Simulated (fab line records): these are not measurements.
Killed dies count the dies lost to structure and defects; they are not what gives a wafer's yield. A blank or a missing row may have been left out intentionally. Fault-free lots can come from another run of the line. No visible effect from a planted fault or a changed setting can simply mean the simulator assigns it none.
fab line records ; flow sky130
record: lots: 12; wafers: 36; lastDay: 50
route steps=708 shown SONOS_ONO@182 POLY_CUT@319 LI_CONTACT@362 VIA3@586
lots that met no fault: from a run of the same line without faults
startH: the number of hours between the record's first day and the start of the first shown wafer of the lot ; waitH: hours elapsed since this lot's preceding step ; " identical to the entry in the row above ; L1.1+2: a row that stands for several wafers ; - no value present, or no start provided ; * or withheld: withheld ; < > ~ a bound
route shown NAME@n: a module of which the file shows steps, and the number in the route of the first ; usual: mean/standard deviation of fault-free wafers ; same: alike in all rows ; chamber/n: place in a boat ; sites: readings site by site ; _std_site: standard deviation across them ; _edge_site: outer sites' mean less inner sites' ; radiusMm: for every site, how far away it sits from the centre of the wafer ; mask NAME#n: copy n ; behind: the tool/chamber that last shaped the wafer ; hold: cause of the lot's hold/its duration in hours/its outcome ; device: transistor that didn't switch, given as n, p or np ; end of line: tests run on the same wafers once the route is complete ; a step with no rows: only its recipe ; killed: not the wafer's yield, but the dies lost to structure and defects at the first sort ; map: shows each die of a wafer: x if killed, . if not, _ if none is there
set.NAME: the setting as run; set.NAME@STEP: as run at that earlier step ; model.NAME: the simulator's own value behind a step, which no gauge read
a sample of lots followed through the steps of the route, with each step as a table and each wafer as a row
services: when a tool's chamber went out of use (startH, in hours from the record's first day, below 0 if earlier), for how many hours, and the reason
== steps ==
step: SKY_SONOS_ONO_OVL_MEAS_14
usual: SONOS_ONO_OVL: -0.1/1.4
lot.wafer;tool;chamber;startH;waitH;SONOS_ONO_OVL[nm]
L509.1;overlay-02;-;243.33;0.1;-1.2
L509.4;overlay-02;-;243.33;0.1;-1.4
L509.6;overlay-02;-;243.33;0.1;-2.6
L511.2;overlay-02;-;286.69;0.1;0.6
L511.3;overlay-02;-;286.69;0.1;2.1
L511.6;overlay-02;-;286.69;0.1;2.0
L513.2;overlay-01;-;318.84;0.1;-2.1
L513.3;overlay-01;-;318.84;0.1;0.3
L513.6;overlay-01;-;318.84;0.1;0.8
L512.1;overlay-01;-;319.13;0.1;-0.4
L512.4;overlay-01;-;319.13;0.1;0.3
L512.5;overlay-01;-;319.13;0.1;-1.5
L514.1;overlay-02;-;327.31;0.1;2.2
L514.5;overlay-02;-;327.31;0.1;1.6
L514.6;overlay-02;-;327.31;0.1;2.5
L515.1;overlay-01;-;336.03;0.1;1.0
L515.3;overlay-01;-;336.03;0.1;0.1
L515.4;overlay-01;-;336.03;0.1;1.7
L518.1;overlay-02;-;366.63;0.1;0.4
L518.5;overlay-02;-;366.63;0.1;0.6
L518.6;overlay-02;-;366.63;0.1;-0.2
L519.1;overlay-02;-;373.59;0.1;0.7
L519.3;overlay-02;-;373.59;0.1;1.3
L519.5;overlay-02;-;373.59;0.1;2.5
L523.1;overlay-01;-;433.33;0.1;1.8
L523.3;overlay-01;-;433.33;0.1;2.2
L523.5;overlay-01;-;433.33;0.1;1.1
L527.2;overlay-02;-;438.79;0.1;-1.5
L527.3;overlay-02;-;438.79;0.1;-1.8
L527.5;overlay-02;-;438.79;0.1;0.7
L529.1;overlay-02;-;463.43;0.1;-2.9
L529.4;overlay-02;-;463.43;0.1;-1.6
L529.6;overlay-02;-;463.43;0.1;-0.9
L532.1;overlay-01;-;493.28;0.1;-0.5
L532.4;overlay-01;-;493.28;0.1;-0.4
L532.6;overlay-01;-;493.28;0.1;-1.7
step: SKY_POLY_CUT_STRIP_12
recipe: chemistry: O2/N2; powerW: 1400; pressureMtorr: 1500; platenTempC: withheld; o2FlowSccm: 3000; n2FlowSccm: 300; overashFraction: 0.5
usual: drypumpMotorCurrentA: 5.8/0.4; oesProductAu: 0.453/0.0043; stripTimeToEndpointS: 5.358/0.017
lot.wafer;tool;chamber;startH;waitH;drypumpMotorCurrentA;oesProductAu;rfHoursCounterH;stripTimeToEndpointS
L509.1;plasmaAsher-01;1;517.89;0.0;5.9;0.456;80;5.364
L509.4;plasmaAsher-01;1;517.89;0.0;5.9;0.457;-;5.337
L509.6;plasmaAsher-01;0;517.89;0.0;5.4;0.451;-;5.341
L511.2;plasmaAsher-02;0;579.69;0.0;6.4;0.447;76;5.344
L511.3;plasmaAsher-02;1;579.69;0.0;6.3;0.451;-;5.333
L511.6;plasmaAsher-02;1;579.69;0.0;6.3;0.454;-;5.354
L512.1;plasmaAsher-01;0;602.99;0.0;5.4;0.456;89;5.371
L512.4;plasmaAsher-01;1;602.99;0.0;5.9;0.447;-;5.378
L512.5;plasmaAsher-01;0;602.99;0.0;5.4;0.451;-;5.408
L513.2;plasmaAsher-01;0;603.80;0.0;5.4;0.441;89;5.351
L513.3;plasmaAsher-01;1;603.80;0.0;5.9;0.450;-;5.342
L513.6;plasmaAsher-01;0;603.80;0.0;5.4;0.445;-;5.350
L514.1;plasmaAsher-01;0;611.69;0.0;5.4;0.459;90;5.344
L514.5;plasmaAsher-01;1;611.69;0.0;5.9;0.451;-;5.355
L514.6;plasmaAsher-01;0;611.69;0.0;5.4;0.453;-;5.343
L515.1;plasmaAsher-01;0;620.25;0.0;5.4;0.447;91;5.367
L515.3;plasmaAsher-01;0;620.25;0.0;5.4;0.455;-;5.371
L515.4;plasmaAsher-01;1;620.25;0.0;5.9;0.452;-;5.344
L518.1;plasmaAsher-01;0;653.74;0.0;5.4;0.451;94;5.386
L518.5;plasmaAsher-01;1;653.74;0.0;5.9;0.455;-;5.355
L518.6;plasmaAsher-01;0;653.74;0.0;5.4;0.448;-;5.375
L519.1;plasmaAsher-02;0;661.95;0.0;6.4;0.445;84;5.361
L519.3;plasmaAsher-02;0;661.95;0.0;6.4;0.454;-;5.358
L519.5;plasmaAsher-02;0;661.95;0.0;6.4;0.454;-;5.346
L523.1;plasmaAsher-02;1;720.70;0.0;6.3;0.459;90;5.361
L523.3;plasmaAsher-02;1;720.70;0.0;6.3;0.455;-;5.341
L523.5;plasmaAsher-02;0;720.70;0.0;6.4;0.459;-;5.358
L527.2;plasmaAsher-02;1;723.79;0.0;6.3;0.454;90;5.370
L527.3;plasmaAsher-02;0;723.79;0.0;6.4;0.449;-;5.382
L527.5;plasmaAsher-02;1;723.79;0.0;6.3;0.454;-;5.356
L529.1;plasmaAsher-03;0;743.84;0.0;5.7;0.451;59;5.345
L529.4;plasmaAsher-03;0;743.84;0.0;5.7;0.456;-;5.341
L529.6;plasmaAsher-03;1;743.84;0.0;5.3;0.456;-;5.357
L532.1;plasmaAsher-03;0;770.64;0.0;5.7;0.457;61;5.350
L532.4;plasmaAsher-03;1;770.64;0.0;5.3;0.460;-;5.365
L532.6;plasmaAsher-03;1;770.64;0.0;5.3;0.451;-;5.367
step: SKY_LI_CONTACT_HDPCVD_00
recipe: material: PSG; targetThkNm: 930; sigmaOpenFrac: 0.3; timeS: 155; tempC: 600; sih4FlowSccm: 60; pressureMtorr: 6
usual: runLengthS: 183.1/0.58
lot.wafer;tool;chamber;startH;waitH;runLengthS
L509.1;hdpcvd-01;1;610.74;0.0;184.0
L509.4;hdpcvd-01;2;610.74;0.0;183.0
L509.6;hdpcvd-01;0;610.74;0.0;182.4
L511.2;hdpcvd-02;0;668.62;0.0;182.3
L511.3;hdpcvd-02;1;668.62;0.0;183.8
L511.6;hdpcvd-02;0;668.62;0.0;182.7
L512.1;hdpcvd-01;2;692.62;0.0;183.2
L512.4;hdpcvd-01;2;692.62;0.0;184.0
L512.5;hdpcvd-01;1;692.62;0.0;183.1
L513.2;hdpcvd-02;0;693.53;0.0;182.4
L513.3;hdpcvd-02;1;693.53;0.0;183.6
L513.6;hdpcvd-02;2;693.53;0.0;183.4
L514.1;hdpcvd-01;0;699.88;0.0;182.5
L514.5;hdpcvd-01;1;699.88;0.0;183.1
L514.6;hdpcvd-01;2;699.88;0.0;183.3
L515.1;hdpcvd-02;2;709.73;0.0;183.4
L515.3;hdpcvd-02;0;709.73;0.0;182.6
L515.4;hdpcvd-02;2;709.73;0.0;183.0
L518.1;hdpcvd-01;1;741.54;0.0;183.4
L518.5;hdpcvd-01;1;741.54;0.0;183.4
L518.6;hdpcvd-01;0;741.54;0.0;182.6
L519.1;hdpcvd-01;2;747.78;0.0;183.6
L519.3;hdpcvd-01;1;747.78;0.0;183.1
L519.5;hdpcvd-01;1;747.78;0.0;183.0
L523.1;hdpcvd-01;0;799.99;0.0;197.5
L523.3;hdpcvd-01;2;799.99;0.0;183.2
L523.5;hdpcvd-01;1;799.99;0.0;183.4
L527.2;hdpcvd-02;1;801.28;0.0;183.4
L527.3;hdpcvd-02;2;801.28;0.0;183.6
L527.5;hdpcvd-02;1;801.28;0.0;184.4
L529.1;hdpcvd-02;0;820.18;0.0;182.2
L529.4;hdpcvd-02;0;820.18;0.0;182.6
L529.6;hdpcvd-02;1;820.18;0.0;183.6
L532.1;hdpcvd-02;2;845.64;0.0;183.3
L532.4;hdpcvd-02;0;845.64;0.0;182.2
L532.6;hdpcvd-02;1;845.64;0.0;184.0
step: SKY_LI_CONTACT_THK_MEAS_01
recipe: reads: PSG_of_LI_CONTACT_HDPCVD_00
usual: LI_CONTACT_HDPCVD_THK: 930/8.4
lot.wafer;tool;chamber;startH;waitH;LI_CONTACT_HDPCVD_THK[nm]
L509.1;filmMetro-03;-;610.84;0.1;933
L509.4;filmMetro-03;-;610.84;0.1;922
L509.6;filmMetro-03;-;610.84;0.1;933
L511.2;filmMetro-02;-;668.73;0.1;912
L511.3;filmMetro-02;-;668.73;0.1;928
L511.6;filmMetro-02;-;668.73;0.1;915
L512.1;filmMetro-02;-;692.72;0.1;931
L512.4;filmMetro-02;-;692.72;0.1;920
L512.5;filmMetro-02;-;692.72;0.1;928
L513.2;filmMetro-03;-;693.64;0.1;935
L513.3;filmMetro-03;-;693.64;0.1;943
L513.6;filmMetro-03;-;693.64;0.1;937
L514.1;filmMetro-04;-;699.99;0.1;924
L514.5;filmMetro-04;-;699.99;0.1;937
L514.6;filmMetro-04;-;699.99;0.1;935
L515.1;filmMetro-04;-;709.83;0.1;929
L515.3;filmMetro-04;-;709.83;0.1;925
L515.4;filmMetro-04;-;709.83;0.1;942
L518.1;filmMetro-03;-;741.64;0.1;939
L518.5;filmMetro-03;-;741.64;0.1;926
L518.6;filmMetro-03;-;741.64;0.1;932
L519.1;filmMetro-03;-;747.88;0.1;937
L519.3;filmMetro-03;-;747.88;0.1;922
L519.5;filmMetro-03;-;747.88;0.1;930
L523.1;filmMetro-04;-;800.09;0.1;1035
L523.3;filmMetro-04;-;800.09;0.1;918
L523.5;filmMetro-04;-;800.09;0.1;934
L527.2;filmMetro-04;-;801.40;0.1;931
L527.3;filmMetro-04;-;801.40;0.1;935
L527.5;filmMetro-04;-;801.40;0.1;920
L529.1;filmMetro-03;-;820.28;0.1;940
L529.4;filmMetro-03;-;820.28;0.1;924
L529.6;filmMetro-03;-;820.28;0.1;911
L532.1;filmMetro-04;-;845.74;0.1;917
L532.4;filmMetro-04;-;845.74;0.1;934
L532.6;filmMetro-04;-;845.74;0.1;921
step: SKY_LI_CONTACT_CMP_02
recipe: material: PSG; downForcePsi: 4; platenRpm: 60; padVelocityMS: 0.94248
usual: motorCurrentA: 12.0/1.1; timeToEndpointS: 32.1/2.3
lot.wafer;tool;chamber;startH;waitH;motorCurrentA;timeToEndpointS
L509.1;cmp-02;2;611.01;0.2;13.4;31.2
L509.4;cmp-02;3;611.01;0.2;13.4;30.1
L509.6;cmp-02;3;611.01;0.2;12.4;31.5
L511.2;cmp-01;3;668.78;0.0;12.8;32.8
L511.3;cmp-01;1;668.78;0.0;11.4;36.0
L511.6;cmp-01;3;668.78;0.0;13.2;30.1
L512.1;cmp-01;3;692.78;0.1;12.5;33.7
L512.4;cmp-01;0;692.78;0.1;10.1;31.5
L512.5;cmp-01;3;692.78;0.1;12.4;33.7
L513.3;cmp-01;3;693.69;0.0;12.8;34.7
L513.2;cmp-01;0;693.69;0.0;10.2;30.9
L513.6;cmp-01;0;693.69;0.0;10.0;34.6
L514.1;cmp-02;2;700.20;0.2;13.5;32.3
L514.5;cmp-02;3;700.20;0.2;12.5;32.4
L514.6;cmp-02;0;700.20;0.2;12.5;30.7
L515.4;cmp-01;1;709.89;0.0;12.3;36.5
L515.3;cmp-01;2;709.89;0.0;11.7;34.5
L515.1;cmp-01;0;709.89;0.0;9.9;35.0
L518.1;cmp-02;3;741.80;0.1;12.3;35.2
L518.5;cmp-02;1;741.80;0.1;10.9;34.0
L518.6;cmp-02;2;741.80;0.1;13.8;33.9
L519.3;cmp-02;1;748.06;0.2;10.7;35.0
L519.1;cmp-02;2;748.06;0.2;13.9;33.5
L519.5;cmp-02;1;748.06;0.2;10.6;36.5
L523.3;cmp-02;0;800.25;0.1;13.1;26.2
L523.1;cmp-02;1;800.25;0.1;10.6;40.7
L523.5;cmp-02;2;800.25;0.1;13.6;29.4
L527.2;cmp-02;3;801.45;0.0;12.7;30.9
L527.3;cmp-02;0;801.45;0.0;12.0;30.7
L527.5;cmp-02;0;801.45;0.0;12.6;28.7
L529.1;cmp-01;0;820.39;0.1;10.1;34.3
L529.4;cmp-01;2;820.39;0.1;11.9;31.9
L529.6;cmp-01;3;820.39;0.1;12.0;31.0
L532.4;cmp-02;1;845.80;0.0;10.8;32.6
L532.1;cmp-02;3;845.80;0.0;13.5;33.5
L532.6;cmp-02;2;845.80;0.0;13.9;30.8
step: SKY_VIA3_OVL_MEAS_13
usual: VIA3_OVL: -1/6.5
lot.wafer;tool;chamber;startH;waitH;VIA3_OVL[nm]
L509.1;overlay-01;-;896.28;0.1;5
L509.4;overlay-01;-;896.28;0.1;8
L509.6;overlay-01;-;896.28;0.1;6
L511.2;overlay-02;-;944.75;0.1;-6
L511.3;overlay-02;-;944.75;0.1;-12
L511.6;overlay-02;-;944.75;0.1;0
L512.1;overlay-02;-;963.49;0.1;-1
L512.4;overlay-02;-;963.49;0.1;-1
L512.5;overlay-02;-;963.49;0.1;3
L513.2;overlay-01;-;965.35;0.1;4
L513.3;overlay-01;-;965.35;0.1;0
L513.6;overlay-01;-;965.35;0.1;1
L514.1;overlay-01;-;969.94;0.1;8
L514.5;overlay-01;-;969.94;0.1;2
L514.6;overlay-01;-;969.94;0.1;7
L515.1;overlay-02;-;974.74;0.1;-10
L515.3;overlay-02;-;974.74;0.1;-5
L515.4;overlay-02;-;974.74;0.1;-1
L518.1;overlay-01;-;1005.98;0.1;2
L518.5;overlay-01;-;1005.98;0.1;1
L518.6;overlay-01;-;1005.98;0.1;4
L519.1;overlay-02;-;1012.38;0.1;-6
L519.3;overlay-02;-;1012.38;0.1;3
L519.5;overlay-02;-;1012.38;0.1;-5
L523.1;overlay-01;-;1059.12;0.1;-5
L523.3;overlay-01;-;1059.12;0.1;-11
L523.5;overlay-01;-;1059.12;0.1;-9
L527.2;overlay-01;-;1061.69;0.1;-10
L527.3;overlay-01;-;1061.69;0.1;1
L527.5;overlay-01;-;1061.69;0.1;-2
L529.1;overlay-01;-;1075.09;0.1;5
L529.4;overlay-01;-;1075.09;0.1;0
L529.6;overlay-01;-;1075.09;0.1;2
L532.1;overlay-02;-;1096.94;0.1;8
L532.4;overlay-02;-;1096.94;0.1;17
L532.6;overlay-02;-;1096.94;0.1;10
== services ==
tool;chamber;startH;hours;kind
cmp-01;-;500.19;0.9;repair
plasmaAsher-02;-;504.87;1.4;repair
cmp-01;-;511.24;1.3;repair
cmp-01;-;532.63;1.1;repair
cmp-02;-;544.62;0.4;repair
plasmaAsher-02;-;554.88;2.8;pm
cmp-02;-;572.00;4.0;pm
cmp-01;-;594.73;0.5;repair
cmp-01;-;609.24;0.7;repair
plasmaAsher-02;-;619.53;0.8;repair
cmp-02;-;629.04;5.5;repair
cmp-01;-;638.05;5.7;pm
hdpcvd-01;-;650.75;15.0;pm
hdpcvd-02;-;698.46;0.5;repair
cmp-02;-;700.35;6.8;pm
cmp-02;-;713.51;1.7;repair
cmp-02;-;718.87;1.0;repair
plasmaAsher-01;-;733.75;9.0;pm
cmp-01;-;744.16;4.0;pm
hdpcvd-01;-;745.38;0.3;repair
cmp-02;-;763.09;6.6;pm
hdpcvd-02;-;794.16;2.8;pm
cmp-01;-;807.91;5.2;repair
cmp-02;-;816.19;2.3;repair
== key ==
firstSign: step: SKY_LI_CONTACT_HDPCVD_00; reading: runLengthS; direction: up; sigmas: 25; usual: *; struck: *
effect: step: SKY_LI_CONTACT_THK_MEAS_01; reading: LI_CONTACT_HDPCVD_THK; direction: up; sigmas: 12; usual: 930; struck: 1035
effect: step: SKY_LI_CONTACT_CMP_02; reading: timeToEndpointS; direction: up; sigmas: 3.7; usual: *; struck: *
metAt SKY_LI_CONTACT_HDPCVD_00
struckLots L523
struckWafers L523.1
testerLeftOut L523
notActingAt SKY_SONOS_ONO_OVL_MEAS_14,SKY_POLY_CUT_STRIP_12,SKY_VIA3_OVL_MEAS_13
onsetBetween 741.54 799.99
fault: kind: processParameterDrift; tool: hdpcvd-01; chamber: 0; onsetH: 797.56; steps: SKY_LI_CONTACT_HDPCVD_00; channel: timeS; offset: *; shape: step; endH: 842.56; actsIn: *; stated: *
testerLeftOut: of these lots the tester's yield and bins aren't shown, on N5 and GAA mostly nor the transistor test; their killed dies are dies lost to structure and defects alone, not to doping, threshold or leakage, so they don't give the yield
